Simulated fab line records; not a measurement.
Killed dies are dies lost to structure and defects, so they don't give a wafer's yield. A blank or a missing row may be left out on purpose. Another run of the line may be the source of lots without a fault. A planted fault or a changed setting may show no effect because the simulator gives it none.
fab line records | flow sky130
[record] lots = 6 wafers = 18 last_day = 49
route steps=708 shown SONOS_ONO@176 GATE_OXIDE@187 POLY_GATE@204 PAD_OPEN@708
lots that met no fault: from a run of the same line without faults
start_h: start of the lot's first displayed wafer, in hours after the record's first day | wait_h: time in hours since the lot's previous step | " unchanged from the row above | L1.1+2: a row that stands for several wafers | - no value present, or no start provided | * or withheld: withheld | < > ~ a bound
route shown NAME@n: NAME is a module with steps in the file, n the number in the route of the first one | usual: mean/standard deviation of fault-free wafers | same: alike in all rows | chamber/n: place in a boat | sites: each site's reading | _std_site: standard deviation across them | _edge_site: the outer-site mean with the inner-site mean subtracted | radius_mm: how far each site lies from the wafer's centre | mask NAME#n: copy n | behind: tool/chamber where the wafer was last shaped | hold: what put the lot on hold/how long, in hours/how the hold closed | device: the transistor (n, p or np) that didn't switch | end of line: at the end of the route, the tests of the same wafers | a step without rows: its recipe alone | killed: count of dies lost to structure and defects at first sort (not the wafer's yield) | map: a wafer's dies, x killed, . not, _ none there
set.NAME: setting as actually run; set.NAME@STEP: the setting as run at that earlier step | model.NAME: the simulator's own value behind a step, which no gauge read
certain route steps with their lots: each step a table, each wafer a row
services: from which hour (start_h, from the record's first day; less than 0 if before it) a tool's chamber was out of use, for how many hours, and why
[[steps]]
[step SKY_SONOS_ONO_COAT_08]
[recipe] resist = NOVOLAK spin_rpm = 3000 resist_thk_nm = 1140
[step SKY_SONOS_ONO_SOFTBAKE_09]
[recipe] temp_c = 90 time_s = 60 resist = NOVOLAK
[step SKY_SONOS_ONO_EXPOSE_10]
[recipe] mask_id = ONOM target_cd_nm = 410 na = 0.6 source_shape = conventional sigma_outer = 0.6 dose_mj = 150
[step SKY_SONOS_ONO_PEB_11]
[recipe] temp_c = withheld time_s = * resist = NOVOLAK
[step SKY_SONOS_ONO_DEVELOP_12]
[recipe] develop_time_s = 60 dev_temp_c = 23
[step SKY_SONOS_ONO_CD_MEAS_13]
[recipe] target_cd_nm = 410
[usual] cd_nm = 410.0/2.2
// columns lot.wafer tool chamber start_h wait_h cd_nm
L517.1 cd_sem-02 - 282.37 0.1 408.3
L517.4 " - " " 408.4
L517.5 " - " " 407.6
L519.1 cd_sem-02 - 308.28 0.1 411.1
L519.4 " - " " 411.6
L519.6 " - " " 410.8
L521.1 cd_sem-01 - 320.18 0.1 407.8
L521.3 " - " " 406.6
L521.5 " - " " 409.2
L529.1 cd_sem-01 - 385.08 0.1 411.9
L529.4 " - " " 411.7
L529.6 " - " " 412.7
L530.1 cd_sem-01 - 389.52 0.1 411.6
L530.2 " - " " 411.3
L530.4 " - " " 412.6
L534.1 cd_sem-02 - 426.68 0.1 411.6
L534.3 " - " " 410.3
L534.5 " - " " 412.7
[step SKY_SONOS_ONO_OVL_MEAS_14]
[usual] SONOS_ONO_OVL = 0.6/1.1
// columns lot.wafer tool chamber start_h wait_h SONOS_ONO_OVL[nm]
L517.1 overlay-01 - 282.49 0.1 1.2
L517.4 " - " " 0.9
L517.5 " - " " 1.4
L519.1 overlay-02 - 308.40 0.1 0.9
L519.4 " - " " 1.7
L519.6 " - " " 1.0
L521.1 overlay-01 - 320.30 0.1 1.3
L521.3 " - " " 1.1
L521.5 " - " " 1.1
L529.1 overlay-02 - 385.20 0.1 -0.3
L529.4 " - " " 0.4
L529.6 " - " " -1.1
L530.1 overlay-01 - 389.64 0.1 -0.7
L530.2 " - " " 0.7
L530.4 " - " " 1.7
L534.1 overlay-02 - 426.80 0.1 1.1
L534.3 " - " " 1.0
L534.5 " - " " 0.7
[step SKY_SONOS_ONO_ETCH_15]
[recipe] target_depth_nm = 19.52 chemistry = CHF3/O2 source_w = 600 bias_w = 200 pressure_mtorr = 40 chf3_flow_sccm = 50 O2_flow_sccm = 5 time_s = 7.8
[usual] drypump_motor_current_A = 5.6/0.38 oes_product_au = 1.000/0.01 throttle_valve_pct = 8.824/0.0087
// columns lot.wafer tool chamber start_h wait_h drypump_motor_current_A oes_product_au rf_hours_counter_h throttle_valve_pct
L517.1 rie_diel-02 2 282.52 0.0 5.3 0.997 0 8.812
L517.4 " 1 " " 5.3 1.022 91 8.819
L517.5 " 1 " " 5.3 1.013 - 8.832
L519.1 rie_diel-01 0 308.44 0.0 5.7 0.988 103 8.829
L519.4 " 0 " " 5.7 0.994 - 8.827
L519.6 " 1 " " 6.0 0.994 - 8.815
L521.1 rie_diel-01 2 320.33 0.0 5.7 1.020 55 8.824
L521.3 " 3 " " 5.6 0.999 58 8.823
L521.5 " 3 " " 5.6 0.996 - 8.821
L529.1 rie_diel-01 3 385.24 0.0 5.6 1.010 60 8.817
L529.4 " 2 " " 5.7 1.003 56 8.839
L529.6 " 0 " " 5.6 1.001 - 8.828
L530.1 rie_diel-01 1 389.67 0.0 6.0 0.996 2 8.815
L530.2 " 3 " " 5.5 1.006 60 8.823
L530.4 " 0 " " 5.7 0.996 105 8.829
L534.1 rie_diel-02 0 426.84 0.0 5.3 0.993 101 8.830
L534.3 " 1 " " 5.3 1.009 94 8.827
L534.5 " 1 " " 5.3 0.994 - 8.816
[step SKY_SONOS_ONO_WET_ETCH_16]
[recipe] chemistry = dHF target_depth_nm = 14 dry = n2_spin target = SiO2 dilution = 100:1 temp_c = 25 time_s = 280
[step SKY_SONOS_ONO_STRIP_17]
[recipe] chemistry = O2/N2 power_w = 1400 pressure_mtorr = 1500 platen_temp_c = withheld o2_flow_sccm = 3000 n2_flow_sccm = 300 overash_fraction = 0.5
[usual] drypump_motor_current_A = 5.6/0.41 oes_product_au = 0.710/0.005 strip_time_to_endpoint_s = 14.09/0.043
// columns lot.wafer tool chamber start_h wait_h drypump_motor_current_A oes_product_au rf_hours_counter_h strip_time_to_endpoint_s
L517.1 plasma_asher-01 0 282.63 0.0 5.1 0.709 16 14.10
L517.4 " 1 " " 5.6 0.710 - 14.04
L517.5 " 1 " " 5.6 0.709 - 14.08
L519.1 plasma_asher-02 1 308.56 0.0 5.7 0.700 47 14.10
L519.4 " 0 " " 6.4 0.718 - 14.09
L519.6 " 1 " " 5.8 0.715 - 14.09
L521.1 plasma_asher-02 1 320.44 0.0 5.8 0.711 48 14.10
L521.3 " 1 " " 5.8 0.715 - 14.08
L521.5 " 0 " " 6.5 0.716 - 14.10
L529.1 plasma_asher-02 1 385.35 0.0 5.8 0.709 55 14.11
L529.4 " 1 " " 5.7 0.703 - 14.09
L529.6 " 1 " " 5.8 0.696 - 14.13
L530.1 plasma_asher-02 1 389.78 0.0 5.8 0.712 55 14.07
L530.2 " 0 " " 6.4 0.701 55 14.04
L530.4 " 0 " " 6.4 0.709 - 14.05
L534.1 plasma_asher-01 0 426.95 0.0 5.0 0.709 31 14.05
L534.3 " 0 " " 5.1 0.709 - 14.14
L534.5 " 0 " " 5.1 0.710 - 14.06
[step SKY_SONOS_ONO_WET_ETCH_18]
[recipe] chemistry = H3PO4 target_depth_nm = 15 target = Si3N4 temp_c = 160 time_s = 172
[step SKY_GATE_OXIDE_CLEAN_00]
[recipe] chemistry = SC1/SC2 mix = 1:4:20 temp_c = 70 time_s = 150 dry = n2_spin
[step SKY_GATE_OXIDE_OXIDATION_01]
[recipe] temp_c = 900 ambient = O2 stabilise_s = 600 purge_s = 300 target_thk_a = 102.68 ox_time_s = 1473
[usual] spike_tc_bottom_C = 922.5/2.8 spike_tc_centre_C = 901.4/1.2 spike_tc_lower_C = 901.3/1 spike_tc_top_C = 911.3/1.2 spike_tc_upper_C = 900.9/1.1 tube_center_temp_C = 900/0.09 tube_center_temp_C_max = 902.3/0.42
[same] purge_s = 300
// columns lot.wafer tool chamber start_h wait_h spike_tc_bottom_C spike_tc_centre_C spike_tc_lower_C spike_tc_top_C spike_tc_upper_C tube_center_temp_C tube_center_temp_C_max model.SiO2_of_GATE_OXIDE_OXIDATION_01.thk_nm
L517.1 furnace-01 0 283.73 0.8 921.0 902.3 901.2 912.1 902.9 899.81 901.7 10.15
L517.4 " 0 " " 921.9 903.3 898.6 909.5 900.1 900.01 902.5 10.2
L517.5 " 0 " " 920.6 901.1 902.4 910.5 901.0 899.96 903.6 10.24
L519.1 furnace-01 0 308.99 0.2 909.6 891.3 891.2 900.3 890.1 888.44 890.8 8.959
L519.4 " 0 " " 908.7 891.8 889.7 901.0 891.3 888.62 891.1 8.951
L519.6 " 0 " " 907.9 892.1 890.7 899.7 890.6 888.66 890.9 8.906
L521.1 furnace-01 0 321.63 1.0 909.0 889.7 889.2 900.0 889.6 888.61 890.6 9.174
L521.3 " 0 " " 908.4 891.3 889.7 900.2 890.7 888.42 890.8 9.165
L521.5 " 0 " " 908.0 890.4 889.6 899.0 890.8 888.49 890.4 8.972
L529.1 furnace-01 0 385.64 0.1 920.4 903.1 901.3 911.3 900.9 900 902.2 10.17
L529.4 " 0 " " 920.2 901.6 900.7 911.1 901.2 899.85 902.5 10.17
L529.6 " 0 " " 919.3 902.7 900.7 909.5 901.1 899.98 903.2 9.978
L530.1 furnace-02 0 389.99 0.0 925.3 900.4 901.1 912.8 899.6 899.89 902.7 10.04
L530.2 " 0 " " 923.8 901.0 900.8 910.8 899.1 899.94 902.0 10.1
L530.4 " 0 " " 926.6 901.5 901.5 912.5 901.8 899.91 902.1 10.07
L534.1 furnace-01 0 427.54 0.4 920.5 901.9 899.6 909.5 900.7 899.94 902.7 10.12
L534.3 " 0 " " 919.8 902.3 902.1 911.5 901.0 899.99 902.7 10.15
L534.5 " 0 " " 919.1 901.6 900.0 909.4 901.5 899.99 902.0 10.18
[step SKY_GATE_OXIDE_THK_MEAS_02]
[recipe] reads = SiO2_of_GATE_OXIDE_OXIDATION_01
[usual] GATE_OXIDE_OXIDATION_00_THK = 10.22/0.2
// columns lot.wafer tool chamber start_h wait_h GATE_OXIDE_OXIDATION_00_THK[nm]
L517.1 film_metro-03 - 285.14 0.0 10.15
L517.4 " - " " 10.20
L517.5 " - " " 10.18
L519.1 film_metro-03 - 310.40 0.0 8.95
L519.4 " - " " 8.93
L519.6 " - " " 8.88
L521.1 film_metro-01 - 323.04 0.0 9.15
L521.3 " - " " 9.12
L521.5 " - " " 8.98
L529.1 film_metro-01 - 387.05 0.0 10.18
L529.4 " - " " 10.12
L529.6 " - " " 10.01
L530.1 film_metro-02 - 391.40 0.0 10.03
L530.2 " - " " 10.10
L530.4 " - " " 10.03
L534.1 film_metro-02 - 428.95 0.0 10.10
L534.3 " - " " 10.12
L534.5 " - " " 10.23
[step SKY_GATE_OXIDE_DEHYDRATE_03]
[recipe] temp_c = 200 time_s = 60
[step SKY_GATE_OXIDE_HMDS_04]
[recipe] prime_time_s = 60 prime_temp_c = 120
[step SKY_GATE_OXIDE_COAT_05]
[recipe] resist = NOVOLAK spin_rpm = 3000 resist_thk_nm = 1140
[step SKY_GATE_OXIDE_SOFTBAKE_06]
[recipe] temp_c = 90 time_s = 60 resist = NOVOLAK
[step SKY_GATE_OXIDE_EXPOSE_07]
[recipe] mask_id = LVOM na = 0.6 source_shape = conventional sigma_outer = 0.6 polarization = unpolarized target_cd_nm = 600 dose_mj = 166.3
[step SKY_GATE_OXIDE_PEB_08]
[recipe] temp_c = withheld time_s = * resist = NOVOLAK
[step SKY_GATE_OXIDE_DEVELOP_09]
[recipe] resist = NOVOLAK developer = TMAH develop_time_s = 60 dev_temp_c = 23
[step SKY_GATE_OXIDE_OVL_MEAS_10]
[usual] GATE_OXIDE_OVL = 0.2/1.5
// columns lot.wafer tool chamber start_h wait_h GATE_OXIDE_OVL[nm]
L517.1 overlay-01 - 309.62 0.1 -1.1
L517.4 " - " " -0.7
L517.5 " - " " -0.5
L519.1 overlay-01 - 336.03 0.1 -2.6
L519.4 " - " " -1.0
L519.6 " - " " -1.1
L521.1 overlay-02 - 349.03 0.1 -2.2
L521.3 " - " " -0.4
L521.5 " - " " -0.6
L529.1 overlay-01 - 417.08 0.1 0.5
L529.4 " - " " 1.1
L529.6 " - " " 0.8
L530.1 overlay-01 - 421.63 0.1 -1.4
L530.2 " - " " 0.1
L530.4 " - " " 0.1
L534.1 overlay-01 - 459.88 0.1 1.9
L534.3 " - " " 3.7
L534.5 " - " " 2.4
[step SKY_GATE_OXIDE_IMPLANT_11]
[recipe] species = B energy_kev = 10 dose_cm2 = 2.6e+12 tilt_deg = withheld
[step SKY_GATE_OXIDE_WET_ETCH_12]
[recipe] chemistry = dHF target_depth_nm = 16.8 dry = n2_spin target = SiO2 dilution = 100:1 temp_c = 25 time_s = 336
[step SKY_GATE_OXIDE_STRIP_13]
[recipe] chemistry = O2/N2 power_w = 1400 pressure_mtorr = 1500 platen_temp_c = withheld o2_flow_sccm = 3000 n2_flow_sccm = 300 overash_fraction = 0.5
[usual] drypump_motor_current_A = 5.7/0.46 oes_product_au = 0.716/0.0045 strip_time_to_endpoint_s = 14.20/0.046
// columns lot.wafer tool chamber start_h wait_h drypump_motor_current_A oes_product_au rf_hours_counter_h strip_time_to_endpoint_s
L517.1 plasma_asher-01 0 309.93 0.0 5.1 0.714 19 14.16
L517.4 " 1 " " 5.6 0.718 - 14.13
L517.5 " 1 " " 5.7 0.713 - 14.16
L519.1 plasma_asher-03 0 336.31 0.0 6.3 0.720 65 14.17
L519.4 " 0 " " 6.3 0.712 - 14.20
L519.6 " 0 " " 6.3 0.721 - 14.18
L521.1 plasma_asher-02 0 349.33 0.0 6.4 0.706 51 14.21
L521.3 " 1 " " 5.8 0.719 - 14.19
L521.5 " 1 " " 5.7 0.722 - 14.23
L529.1 plasma_asher-03 0 417.37 0.0 6.3 0.723 72 14.24
L529.4 " 1 " " 5.4 0.718 - 14.21
L529.6 " 1 " " 5.4 0.714 - 14.18
L530.1 plasma_asher-02 1 421.92 0.0 5.7 0.720 58 14.23
L530.2 " 0 " " 6.4 0.722 58 14.24
L530.4 " 0 " " 6.4 0.718 - 14.26
L534.1 plasma_asher-01 1 460.18 0.0 5.6 0.709 34 14.28
L534.3 " 1 " " 5.6 0.706 - 14.30
L534.5 " 0 " " 5.0 0.722 - 14.31
[step SKY_GATE_OXIDE_TW_MEAS_14]
[usual] GATE_OXIDE_TW = 224.0/1.4
// columns lot.wafer tool chamber start_h wait_h GATE_OXIDE_TW
L517.1 film_metro-03 - 310.03 0.1 224.0
L517.4 " - " " 222.9
L517.5 " - " " 222.0
L519.1 film_metro-02 - 336.41 0.1 225.1
L519.4 " - " " 224.6
L519.6 " - " " 224.7
L521.1 film_metro-03 - 349.43 0.1 224.7
L521.3 " - " " 223.1
L521.5 " - " " 223.6
L529.1 film_metro-02 - 417.47 0.1 225.0
L529.4 " - " " 225.8
L529.6 " - " " 225.5
L530.1 film_metro-01 - 422.02 0.1 223.9
L530.2 " - " " 224.7
L530.4 " - " " 224.7
L534.1 film_metro-03 - 460.28 0.1 223.7
L534.3 " - " " 223.0
L534.5 " - " " 222.3
[step SKY_GATE_OXIDE_CLEAN_15]
[recipe] chemistry = SC1/SC2 mix = 1:4:20 temp_c = 70 time_s = 150 dry = n2_spin
[step SKY_GATE_OXIDE_OXIDATION_16]
[recipe] temp_c = 800 ambient = O2 idle_temp_c = 700 ramp_up_c_per_min = 10 ramp_down_c_per_min = 3 stabilise_s = 600 purge_s = 300 target_thk_a = 35.7 ox_time_s = 1915
[usual] spike_tc_bottom_C = 825.2/2.6 spike_tc_centre_C = 801.1/1.4 spike_tc_lower_C = 801.4/0.96 spike_tc_top_C = 813.7/1.2 spike_tc_upper_C = 800.5/1.2 tube_center_temp_C = 800.00/0.082 tube_center_temp_C_max = 802.1/0.36
[same] purge_s = 300
// columns lot.wafer tool chamber start_h wait_h spike_tc_bottom_C spike_tc_centre_C spike_tc_lower_C spike_tc_top_C spike_tc_upper_C tube_center_temp_C tube_center_temp_C_max model.SiO2_of_GATE_OXIDE_OXIDATION_01.thk_nm
L517.1 furnace-01 0 311.79 1.7 822.0 801.5 801.9 811.2 801.3 800.06 802.2 11.52
L517.4 " 0 " " 821.6 803.1 802.4 812.1 801.7 799.97 802.0 11.56
L517.5 " 0 " " 822.2 802.5 800.4 811.6 801.2 800.11 801.8 11.62
L519.1 furnace-01 0 338.87 2.3 822.0 801.7 800.6 812.0 801.1 799.89 801.7 10.46
L519.4 " 0 " " 822.8 802.6 801.9 812.8 800.9 799.95 802.2 10.44
L519.6 " 0 " " 821.4 802.3 801.3 811.5 802.4 799.96 802.1 10.41
L521.1 furnace-01 0 350.21 0.7 823.9 802.7 802.1 812.4 799.2 799.97 802.0 10.64
L521.3 " 0 " " 820.7 802.3 800.2 812.9 802.3 799.79 801.9 10.63
L521.5 " 0 " " 821.3 803.0 800.1 811.1 801.0 799.99 801.7 10.46
L529.1 furnace-02 0 417.58 0.0 826.9 798.9 801.2 814.4 799.8 800.17 802.7 11.57
L529.4 " 0 " " 827.1 801.4 801.7 814.4 799.5 800.00 802.3 11.58
L529.6 " 0 " " 826.8 798.9 800.8 813.3 798.3 800.14 802.1 11.4
L530.1 furnace-02 0 423.30 1.2 827.0 800.9 801.7 814.1 799.9 799.92 801.6 11.44
L530.2 " 0 " " 825.2 798.9 802.1 815.1 799.0 799.97 802.0 11.49
L530.4 " 0 " " 825.7 800.7 800.5 814.7 798.8 800.04 802.3 11.45
L534.1 furnace-02 0 460.39 0.0 826.9 800.2 802.0 815.4 797.4 799.98 802.3 11.48
L534.3 " 0 " " 827.2 800.5 800.0 814.9 800.2 800.10 802.1 11.52
L534.5 " 0 " " 828.5 801.0 802.3 814.7 800.4 799.95 801.9 11.54
[step SKY_POLY_GATE_CVD_00]
[recipe] material = poly-Si target_thk_nm = 180 temp_c = 620 time_s = 720 pressure_mtorr = 200
[step SKY_PAD_OPEN_PROBE_99]
[usual] killed_at_M0_to_M3 = 44/7 killed_at_M4_up = 3.0/1.8 killed_at_contacts = 24/4.9 killed_at_front_end = 15/5 killed_at_other = 0.2/0.53 killed_dies = 87/8.7 killed_open = 48/6.8 killed_short = 39/5.7
[same] gross_dies = 492 killed_at_back_side = 0
// columns lot.wafer tool chamber start_h wait_h killed_at_M0_to_M3 killed_at_M4_up killed_at_contacts killed_at_front_end killed_at_other killed_dies killed_open killed_short model.etest.nfet_16v.r_on_ohm_um model.etest.pfet_g5v0d10v5.r_on_ohm_um model.etest.tip_sonos.rs_ohm_sq model.etest.nfet_g5v0d10v5.r_on_ohm_um model.etest.nfet_g5v0d10v5.drive_ua_um model.etest.nfet_05v0_nvt.drive_ua_um model.etest.pfet_g5v0d10v5.drive_ua_um model.etest.nfet_16v.drive_ua_um
L517.1 prober-02 - 1075.55 0.1 43 4 24 19 0 90 52 38 1.375e+04 4678 2658 1849 611.1 581.3 345.9 226.4
L517.4 prober-02 - 1075.70 0.2 42 1 30 16 1 90 43 47 1.386e+04 4630 2716 1849 607 573.7 348.4 226.5
L517.5 prober-02 - 1075.75 0.2 49 7 25 25 0 106 55 51 1.397e+04 4717 2695 1861 602.3 574.3 343.8 223.1
L519.1 prober-02 - 1096.25 0.1 53 3 30 12 2 100 56 44 1.341e+04 4552 2472 1779 662.8 621.5 366.6 245.8
L519.4 prober-02 - 1096.40 0.2 52 2 27 14 0 95 52 43 1.348e+04 4587 2455 1787 665.4 626.2 361 246
L519.6 prober-02 - 1096.50 0.2 45 1 24 17 1 88 50 38 1.338e+04 4459 2465 1783 669.4 632 371.6 248.6
L521.1 prober-02 - 1106.97 0.1 42 0 29 19 0 90 49 41 1.349e+04 4581 2444 1818 654.5 621.8 362.9 242.6
L521.3 prober-02 - 1107.07 0.2 36 3 28 21 1 89 49 40 1.35e+04 4543 2450 1801 652.9 622.1 364.5 243.5
L521.5 prober-02 - 1107.17 0.2 46 6 27 17 0 96 48 48 1.346e+04 4469 2412 1784 675.8 624.8 366.3 247
L529.1 prober-02 - 1150.57 0.1 49 2 23 10 0 84 45 39 1.412e+04 4690 2671 1908 600 572.6 345.9 220.6
L529.4 prober-02 - 1150.72 0.2 56 5 26 18 0 105 54 50 1.417e+04 4753 2664 1910 596.9 572.2 340.9 219.6
L529.6 prober-02 - 1150.82 0.2 41 2 10 10 0 63 33 30 1.4e+04 4781 2588 1897 612 575.5 345.1 226.4
L530.1 prober-01 - 1154.89 0.1 36 2 15 11 2 66 35 31 1.424e+04 4643 2660 1860 607.7 580.8 353.6 224.3
L530.2 prober-01 - 1154.94 0.1 34 0 27 15 0 76 51 25 1.427e+04 4703 2664 1879 606.7 577.7 346.7 221.6
L530.4 prober-01 - 1155.04 0.2 49 4 26 8 0 87 45 42 1.429e+04 4662 2665 1884 608.6 577.4 348.2 222.9
L534.1 prober-01 - 1175.13 0.1 46 1 16 29 1 93 56 37 1.442e+04 4742 2701 1887 610.4 578.2 344.7 220.5
L534.3 prober-01 - 1175.23 0.2 39 2 29 16 0 86 47 39 1.442e+04 4785 2692 1900 604.8 578.4 341.9 220.1
L534.5 prober-01 - 1175.33 0.2 50 2 18 16 0 86 53 33 1.439e+04 4728 2688 1887 604.3 576.9 347 220.8
// killed by level:class
L517.1 VIA1:geometric_particle:open=10 CONTACT:geometric_particle:open=8 LI_CONTACT:geometric_particle:open=7 VIA3:geometric_particle:open=7 FIELD_ISO:geometric_particle:short=6 VIA2:geometric_particle:open=6 METAL2:geometric_particle:short=5 POLY_GATE:geometric_particle:open=4
L517.4 VIA1:geometric_particle:open=15 CONTACT:geometric_particle:open=9 CONTACT:geometric_particle:short=7 VIA1:geometric_particle:short=7 LI_CONTACT:geometric_particle:short=6 METAL1:geometric_particle:short=5 POLY_GATE:geometric_particle:short=5 FIELD_ISO:geometric_particle:short=4
L517.5 CONTACT:geometric_particle:open=13 METAL1:geometric_particle:short=10 VIA1:geometric_particle:open=10 METAL2:geometric_particle:short=7 LI_CONTACT:geometric_particle:open=6 VIA1:geometric_particle:short=6 VIA2:geometric_particle:open=6 FIELD_ISO:geometric_particle:short=5
L519.1 VIA1:geometric_particle:open=13 VIA3:geometric_particle:open=11 CONTACT:geometric_particle:open=9 LI_CONTACT:geometric_particle:open=8 METAL1:geometric_particle:short=8 CONTACT:geometric_particle:short=7 POLY_GATE:geometric_particle:short=5 VIA1:geometric_particle:short=5
L519.4 CONTACT:geometric_particle:open=15 VIA1:geometric_particle:open=14 METAL2:geometric_particle:short=8 METAL1:geometric_particle:short=6 VIA2:geometric_particle:open=6 CONTACT:geometric_particle:short=5 VIA1:geometric_particle:short=5 FIELD_ISO:geometric_particle:short=4
L519.6 CONTACT:geometric_particle:open=11 METAL1:geometric_particle:short=11 VIA1:geometric_particle:open=10 FIELD_ISO:geometric_particle:open=7 CONTACT:geometric_particle:short=6 METAL2:geometric_particle:short=6 POLY_GATE:geometric_particle:open=5 VIA3:geometric_particle:open=5
L521.1 VIA1:geometric_particle:open=14 LI_CONTACT:geometric_particle:open=10 LOCAL_INTERCONNECT:geometric_particle:short=8 CONTACT:geometric_particle:open=7 POLY_GATE:geometric_particle:short=6 VIA2:geometric_particle:open=6 FIELD_ISO:geometric_particle:short=5 VIA3:geometric_particle:open=5
L521.3 VIA1:geometric_particle:open=11 CONTACT:geometric_particle:open=11 VIA2:geometric_particle:open=5 FIELD_ISO:geometric_particle:short=5 POLY_GATE:geometric_particle:short=5 LI_CONTACT:geometric_particle:open=5 LOCAL_INTERCONNECT:geometric_particle:short=5 FIELD_ISO:geometric_particle:open=4
L521.5 VIA1:geometric_particle:open=19 VIA1:geometric_particle:short=9 LI_CONTACT:geometric_particle:open=9 LOCAL_INTERCONNECT:geometric_particle:short=7 METAL4:geometric_particle:short=6 CONTACT:geometric_particle:open=6 FIELD_ISO:geometric_particle:short=5 CONTACT:geometric_particle:short=5
L529.1 CONTACT:geometric_particle:open=8 VIA1:geometric_particle:open=7 METAL1:geometric_particle:short=7 VIA1:geometric_particle:short=7 VIA3:geometric_particle:open=7 METAL2:geometric_particle:short=6 LI_CONTACT:geometric_particle:open=6 CONTACT:geometric_particle:short=5
L529.4 VIA1:geometric_particle:open=11 CONTACT:geometric_particle:open=9 VIA1:geometric_particle:short=8 VIA3:geometric_particle:open=7 METAL1:geometric_particle:short=7 VIA2:geometric_particle:open=7 FIELD_ISO:geometric_particle:open=6 METAL2:geometric_particle:short=6
L529.6 VIA1:geometric_particle:open=10 METAL2:geometric_particle:short=8 VIA3:geometric_particle:open=7 CONTACT:geometric_particle:open=4 VIA2:geometric_particle:open=4 VIA2:geometric_particle:short=4 FIELD_ISO:geometric_particle:short=3 FIELD_ISO:geometric_particle:open=3
L530.1 VIA1:geometric_particle:open=9 VIA3:geometric_particle:open=8 LI_CONTACT:geometric_particle:open=5 METAL2:geometric_particle:short=4 CONTACT:geometric_particle:open=4 FIELD_ISO:geometric_particle:short=3 CONTACT:geometric_particle:short=3 METAL1:geometric_particle:short=3
L530.2 CONTACT:geometric_particle:open=12 LI_CONTACT:geometric_particle:open=9 METAL2:geometric_particle:short=6 VIA1:geometric_particle:open=6 VIA2:geometric_particle:open=5 FIELD_ISO:geometric_particle:open=4 POLY_GATE:geometric_particle:open=4 VIA3:geometric_particle:open=4
L530.4 VIA1:geometric_particle:open=11 LI_CONTACT:geometric_particle:open=9 VIA1:geometric_particle:short=8 VIA3:geometric_particle:open=7 METAL2:geometric_particle:short=7 CONTACT:geometric_particle:open=6 METAL1:geometric_particle:short=6 LI_CONTACT:geometric_particle:short=4
L534.1 VIA1:geometric_particle:open=11 VIA2:geometric_particle:open=9 CONTACT:geometric_particle:open=9 FIELD_ISO:geometric_particle:open=8 POLY_GATE:geometric_particle:open=8 POLY_GATE:geometric_particle:short=6 METAL2:geometric_particle:short=6 METAL1:geometric_particle:short=5
L534.3 LI_CONTACT:geometric_particle:open=12 VIA1:geometric_particle:open=9 VIA3:geometric_particle:open=7 CONTACT:geometric_particle:open=6 FIELD_ISO:geometric_particle:open=5 LOCAL_INTERCONNECT:geometric_particle:short=5 VIA1:geometric_particle:short=5 FIELD_ISO:geometric_particle:short=4
L534.5 VIA1:geometric_particle:open=17 LI_CONTACT:geometric_particle:open=8 VIA2:geometric_particle:open=8 VIA3:geometric_particle:open=5 FIELD_ISO:geometric_particle:open=4 POLY_GATE:geometric_particle:short=4 CONTACT:geometric_particle:short=4 VIA1:geometric_particle:short=4
[[services]]
// columns tool chamber start_h hours kind
rie_diel-01 1 260.61 - clean
rie_diel-01 1 260.61 24.3 scheduled_down
rie_diel-01 1 260.61 24.3 vent_cycle
rie_diel-02 2 267.97 - clean
rie_diel-02 2 267.97 13.4 scheduled_down
rie_diel-02 2 267.97 13.4 vent_cycle
plasma_asher-01 - 272.70 4.0 repair
rie_diel-01 - 280.64 0.9 repair
plasma_asher-03 - 281.48 10.5 repair
furnace-01 - 285.14 4.1 pm
furnace-02 - 295.47 3.6 pm
plasma_asher-02 - 296.30 1.1 repair
rie_diel-01 3 307.70 8.3 repair
furnace-01 - 324.63 4.1 pm
furnace-02 - 329.69 3.7 pm
rie_diel-02 3 340.10 - clean
rie_diel-02 3 340.10 21.0 scheduled_down
rie_diel-02 3 340.10 21.0 vent_cycle
rie_diel-02 0 428.49 3.1 repair
rie_diel-01 0 430.28 - clean
rie_diel-01 0 430.28 26.9 scheduled_down
rie_diel-01 0 430.28 26.9 vent_cycle
rie_diel-01 2 433.16 10.9 repair
rie_diel-01 1 442.15 5.7 repair
[[key]]
[first_sign] step = SKY_GATE_OXIDE_OXIDATION_01 reading = tube_center_temp_C direction = down sigmas = 99+ usual = * struck = *
[effect] step = SKY_GATE_OXIDE_OXIDATION_01 reading = tube_center_temp_C_max direction = down sigmas = 27 usual = * struck = *
[effect] step = SKY_GATE_OXIDE_THK_MEAS_02 reading = GATE_OXIDE_OXIDATION_00_THK direction = down sigmas = 6.1 usual = 10.22 struck = 9.00
[model_effect] step = SKY_GATE_OXIDE_OXIDATION_01 value = SiO2_of_GATE_OXIDE_OXIDATION_01.thk_nm without = 10.25 struck = 9.021
[model_effect] step = SKY_GATE_OXIDE_OXIDATION_16 value = SiO2_of_GATE_OXIDE_OXIDATION_01.thk_nm without = 11.64 struck = 10.51
[model_effect] step = SKY_PAD_OPEN_PROBE_99 value = etest.nfet_16v.r_on_ohm_um without = 1.412e+04 struck = 1.345e+04
met_at SKY_GATE_OXIDE_OXIDATION_01
struck_wafers L519.1,L519.4,L519.6,L521.1,L521.3,L521.5
tester_left_out L519,L521
onset_between 283.73 308.99
[fault] kind = process_parameter_drift tool = furnace-01 chamber = - onset_h = 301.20 steps = SKY_GATE_OXIDE_OXIDATION_01 channel = temp_c offset = * shape = step end_h = 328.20 acts_in = * stated = *
// tester_left_out: of these lots the tester's yield and bins aren't shown, on N5 and GAA mostly nor the transistor test; their killed dies are dies lost to structure and defects alone, not to doping, threshold or leakage, so they don't give the yield
